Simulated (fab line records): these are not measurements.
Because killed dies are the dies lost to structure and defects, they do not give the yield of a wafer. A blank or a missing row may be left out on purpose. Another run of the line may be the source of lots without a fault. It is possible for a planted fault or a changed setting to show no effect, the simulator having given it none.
fab line records | flow sky130
record: lots: 7 | wafers: 21 | last-day: 50
route steps=708 shown CAP2M@615 METAL4@621
lots untouched by any fault: they come from a run of this same line in which no faults occurred
start-h: hours from the record's first day to the start of the lot's first wafer shown | wait-h: hours elapsed since this lot's preceding step | " as in the row above | L1.1+2: a single row standing in for several wafers | - either no value or no given start | * or withheld: withheld | < > ~ a bound
route shown NAME@n: a module of which the file shows steps, and the number in the route of the first | usual: mean/standard deviation of fault-free wafers | same: alike in all rows | chamber/n: place in a boat | sites: the reading at each site | _std_site: the values' standard deviation | _edge_site: outer sites' mean less inner sites' | radius-mm: how far each site lies from the wafer's centre | mask NAME#n: copy n | behind: the tool/chamber that last shaped the wafer | hold: why the lot went on hold/how many hours it stayed there/how the hold came to an end | device: whichever transistor did not switch (one of n, p or np) | end of line: at the end of the route, the tests of the same wafers | where a step has no rows: the recipe by itself | killed: not the wafer's yield, but the dies lost to structure and defects at the first sort | map: shows each die of a wafer: x if killed, . if not, _ if none is there
set.NAME: setting as actually run; set.NAME@STEP: the setting as run at that earlier step | model.NAME: the simulator's own value behind a step, which no gauge read
certain route steps with their lots: each step a table, each wafer a row
services: the hour from which a tool's chamber was out of use, counted from the record's first day as start-h (under 0 if before that day), plus the number of hours and why
== steps ==
step: SKY_CAP2M_OVL_MEAS_12
usual: CAP2M_OVL: 0.4/1.4
lot.wafer | tool       | chamber | start-h | wait-h | CAP2M_OVL[nm]
L321.1    | overlay-02 | -       | 968.11  | 0.1    | 0.6
L321.2    | "          | -       | "       | "      | 2.1
L321.3    | "          | -       | "       | "      | -0.1
L322.3    | overlay-01 | -       | 978.45  | 0.1    | 1.5
L322.4    | "          | -       | "       | "      | 0.6
L322.5    | "          | -       | "       | "      | -0.5
L324.1    | overlay-02 | -       | 1000.13 | 0.1    | -1.1
L324.2    | "          | -       | "       | "      | -0.6
L324.4    | "          | -       | "       | "      | -1.8
L325.2    | overlay-01 | -       | 1003.69 | 0.1    | -0.5
L325.3    | "          | -       | "       | "      | -0.2
L325.5    | "          | -       | "       | "      | -1.1
L326.3    | overlay-01 | -       | 1017.42 | 0.1    | 3.3
L326.4    | "          | -       | "       | "      | 2.9
L326.5    | "          | -       | "       | "      | 1.6
L337.1    | overlay-01 | -       | 1083.81 | 0.1    | 0.3
L337.3    | "          | -       | "       | "      | 0.8
L337.5    | "          | -       | "       | "      | 0.7
L342.1    | overlay-02 | -       | 1109.06 | 0.1    | 0.0
L342.5    | "          | -       | "       | "      | -0.2
L342.6    | "          | -       | "       | "      | -0.2
step: SKY_CAP2M_METAL_ETCH_13
recipe: target-depth-nm: 220 | stop-on: SiO2 | chemistry: Cl2/BCl3 | target: TiN | pressure-mtorr: 10 | icp-w: 900 | bias-w: 48.5 | Cl2_flow_sccm: 60 | bcl3-flow-sccm: 30 | time-s: 62.9
usual: drypump-motor-current-A: 5.8/0.56 | oes-product-au: 0.939/0.0062 | throttle-valve-pct: 21.902/0.01
lot.wafer | tool         | chamber | start-h | wait-h | drypump-motor-current-A | oes-product-au | rf-hours-counter-h | throttle-valve-pct
L321.1    | rie-metal-04 | 0       | 968.15  | 0.0    | 5.1                     | 0.932          | 3                  | 21.913
L321.2    | "            | 1       | "       | "      | 6.0                     | 0.938          | 7                  | 21.911
L321.3    | "            | 0       | "       | "      | 5.1                     | 0.936          | -                  | 21.916
L322.3    | rie-metal-04 | 1       | 978.50  | 0.1    | 6.0                     | 0.939          | -                  | 21.905
L322.4    | "            | 0       | "       | "      | 5.1                     | 0.934          | -                  | 21.900
L322.5    | "            | 1       | "       | "      | 6.1                     | 0.932          | -                  | 21.891
L324.1    | rie-metal-03 | 0       | 1000.17 | 0.0    | 6.0                     | 0.938          | 19                 | 21.908
L324.2    | "            | 1       | "       | "      | 6.2                     | 0.940          | 1                  | 21.920
L324.4    | "            | 0       | "       | "      | 6.0                     | 0.951          | -                  | 21.900
L325.2    | rie-metal-03 | 1       | 1003.75 | 0.0    | 6.2                     | 0.942          | -                  | 21.914
L325.3    | "            | 1       | "       | "      | 6.2                     | 0.936          | -                  | 21.896
L325.5    | "            | 1       | "       | "      | 6.2                     | 0.933          | -                  | 21.906
L326.3    | rie-metal-03 | 1       | 1017.50 | 0.1    | 6.2                     | 0.925          | -                  | 21.910
L326.4    | "            | 1       | "       | "      | 6.2                     | 0.925          | -                  | 21.909
L326.5    | "            | 1       | "       | "      | 6.2                     | 0.927          | -                  | 21.910
L337.1    | rie-metal-04 | 1       | 1083.85 | 0.0    | 6.0                     | 0.932          | 14                 | 21.897
L337.3    | "            | 1       | "       | "      | 6.0                     | 0.937          | -                  | 21.901
L337.5    | "            | 1       | "       | "      | 6.1                     | 0.945          | -                  | 21.911
L342.1    | rie-metal-04 | 0       | 1109.10 | 0.0    | 5.1                     | 0.933          | 12                 | 21.903
L342.5    | "            | 1       | "       | "      | 6.0                     | 0.934          | -                  | 21.921
L342.6    | "            | 0       | "       | "      | 5.1                     | 0.943          | -                  | 21.897
step: SKY_CAP2M_STRIP_14
recipe: chemistry: O2/N2 | power-w: 1400 | pressure-mtorr: 1500 | platen-temp-c: withheld | o2-flow-sccm: 3000 | n2-flow-sccm: 300 | overash-fraction: 0.5
usual: drypump-motor-current-A: 5.6/0.38 | oes-product-au: 0.711/0.0048 | strip-time-to-endpoint-s: 12.64/0.044
lot.wafer | tool            | chamber | start-h | wait-h | drypump-motor-current-A | oes-product-au | rf-hours-counter-h | strip-time-to-endpoint-s
L321.1    | plasma-asher-02 | 1       | 968.25  | 0.1    | 5.7                     | 0.709          | 83                 | 12.61
L321.2    | "               | 0       | "       | "      | 5.3                     | 0.711          | 83                 | 12.62
L321.3    | "               | 1       | "       | "      | 5.7                     | 0.712          | -                  | 12.58
L322.3    | plasma-asher-01 | 1       | 978.61  | 0.1    | 6.1                     | 0.706          | -                  | 12.63
L322.4    | "               | 0       | "       | "      | 5.0                     | 0.705          | -                  | 12.63
L322.5    | "               | 0       | "       | "      | 5.0                     | 0.708          | -                  | 12.60
L324.1    | plasma-asher-01 | 0       | 1000.25 | 0.1    | 5.0                     | 0.703          | 58                 | 12.66
L324.2    | "               | 1       | "       | "      | 6.1                     | 0.716          | 58                 | 12.67
L324.4    | "               | 1       | "       | "      | 6.1                     | 0.706          | -                  | 12.59
L325.2    | plasma-asher-03 | 1       | 1003.87 | 0.1    | 5.8                     | 0.707          | 27                 | 12.69
L325.3    | "               | 1       | "       | "      | 5.8                     | 0.716          | -                  | 12.72
L325.5    | "               | 0       | "       | "      | 5.6                     | 0.712          | -                  | 12.73
L326.3    | plasma-asher-01 | 0       | 1017.63 | 0.1    | 5.0                     | 0.714          | -                  | 12.60
L326.4    | "               | 1       | "       | "      | 6.1                     | 0.714          | -                  | 12.64
L326.5    | "               | 1       | "       | "      | 6.1                     | 0.704          | -                  | 12.60
L337.1    | plasma-asher-03 | 0       | 1083.93 | 0.1    | 5.5                     | 0.708          | 35                 | 12.62
L337.3    | "               | 1       | "       | "      | 5.8                     | 0.709          | -                  | 12.63
L337.5    | "               | 1       | "       | "      | 5.8                     | 0.713          | -                  | 12.62
L342.1    | plasma-asher-02 | 0       | 1109.18 | 0.1    | 5.3                     | 0.715          | 96                 | 12.62
L342.5    | "               | 0       | "       | "      | 5.3                     | 0.718          | -                  | 12.62
L342.6    | "               | 1       | "       | "      | 5.7                     | 0.708          | -                  | 12.60
step: SKY_CAP2M_STRIP_15
recipe: chemistry: post-etch-residue-remover | time-s: 1200 | temp-c: 72.5
step: SKY_CAP2M_CLEAN_16
recipe: chemistry: IPA | time-s: 180 | temp-c: 25
step: SKY_CAP2M_CLEAN_17
recipe: chemistry: O3/DIW | dry: n2-spin
step: SKY_METAL4_DEHYDRATE_05
recipe: temp-c: 200 | time-s: 60
step: SKY_METAL4_HMDS_06
recipe: prime-time-s: 60 | prime-temp-c: 120
step: SKY_METAL4_COAT_07
recipe: resist: BARC | temp-c: withheld | time-s: withheld | spin-rpm: 3000 | resist-thk-nm: 60
step: SKY_METAL4_COAT_08
recipe: resist: KrF-thick | spin-rpm: 3000 | resist-thk-nm: 1140
step: SKY_METAL4_SOFTBAKE_09
recipe: temp-c: 100 | time-s: 90 | resist: KrF-thick
step: SKY_METAL4_EXPOSE_10
recipe: mask-id: MM4 | na: 0.68 | source-shape: annular | sigma-inner: 0.4 | sigma-outer: 0.8 | target-cd-nm: 300 | dose-mj: 28
step: SKY_METAL4_PEB_11
recipe: peb-temp-c: withheld | peb-time-s: withheld | resist: KrF-thick
usual: chill-plate-temp-C: * | exhaust-pa: 44.9/0.92
lot.wafer | tool           | chamber | start-h | wait-h | chill-plate-temp-C | exhaust-pa
L321.1    | litho-track-03 | 0       | 992     | -      | *                  | 46.3
L321.2    | "              | 0       | "       | "      | *                  | 44.0
L321.3    | "              | 0       | "       | "      | *                  | 44.7
L322.3    | litho-track-02 | 0       | 1002    | -      | *                  | 46.4
L322.4    | "              | 0       | "       | "      | *                  | 44.7
L322.5    | "              | 0       | "       | "      | *                  | 44.3
L324.1    | litho-track-03 | -       | 1023    | -      | -                  | -
L324.2    | "              | -       | "       | "      | -                  | -
L324.4    | "              | -       | "       | "      | -                  | -
L325.2    | litho-track-03 | -       | 1026    | -      | -                  | -
L325.3    | "              | -       | "       | "      | -                  | -
L325.5    | "              | -       | "       | "      | -                  | -
L326.3    | litho-track-02 | -       | 1040    | -      | -                  | -
L326.4    | "              | -       | "       | "      | -                  | -
L326.5    | "              | -       | "       | "      | -                  | -
L337.1    | litho-track-03 | 0       | 1104    | -      | *                  | 46.1
L337.3    | "              | 0       | "       | "      | *                  | 45.2
L337.5    | "              | 0       | "       | "      | *                  | 44.5
L342.1    | litho-track-02 | 0       | 1130    | -      | *                  | 45.0
L342.5    | "              | 0       | "       | "      | *                  | 45.3
L342.6    | "              | 0       | "       | "      | *                  | 45.8
step: SKY_METAL4_DEVELOP_12
recipe: develop-time-s: 60 | resist: KrF-thick | dev-temp-c: 21
== services ==
tool            | chamber | start-h | hours | kind
rie-metal-03    | -       | 946.67  | 14.6  | pm
rie-metal-03    | 1       | 963.32  | -     | clean
rie-metal-03    | 1       | 963.32  | 16.9  | scheduled-down
rie-metal-03    | 1       | 963.32  | 16.9  | vent-cycle
plasma-asher-02 | -       | 1001.48 | 18.3  | repair
rie-metal-03    | 0       | 1001.60 | 3.1   | repair
rie-metal-03    | 0       | 1004.65 | -     | clean
rie-metal-03    | 0       | 1004.65 | 30.2  | scheduled-down
rie-metal-03    | 0       | 1004.65 | 30.2  | vent-cycle
plasma-asher-03 | -       | 1006.01 | 2.8   | pm
rie-metal-03    | 1       | 1048.03 | 3.3   | repair
rie-metal-03    | 0       | 1073.30 | 11.9  | repair
plasma-asher-02 | -       | 1075.65 | 3.7   | repair
rie-metal-04    | -       | 1124.42 | 2.8   | pm
== key ==
first-sign: step: SKY_METAL4_PEB_11 | reading: tool-record | direction: missing
effect none on later readings
met-at SKY_METAL4_PEB_11
struck-wafers L324.1,L324.2,L324.4,L325.2,L325.3,L325.5,L326.3,L326.4,L326.5
later-rows-left-out L324.1,L324.2,L324.4,L325.2,L325.3,L325.5,L326.3,L326.4,L326.5
sort-left-out L324.1,L324.2,L324.4,L325.2,L325.3,L325.5,L326.3,L326.4,L326.5
onset-between 1002 1023
fault: kind: skipped-step-whole | tool: litho-track-02,litho-track-03 | chamber: - | onset-h: 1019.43 | steps: SKY_METAL4_PEB_11 | scope: struck-lots-only
sort-left-out: the simulated sort isn't trusted on such a fault, so these wafers' sort isn't shown, and their yield isn't known
later-rows-left-out: the simulator's readings of these wafers behind a module that went badly wrong aren't trusted and aren't shown, but for the sort
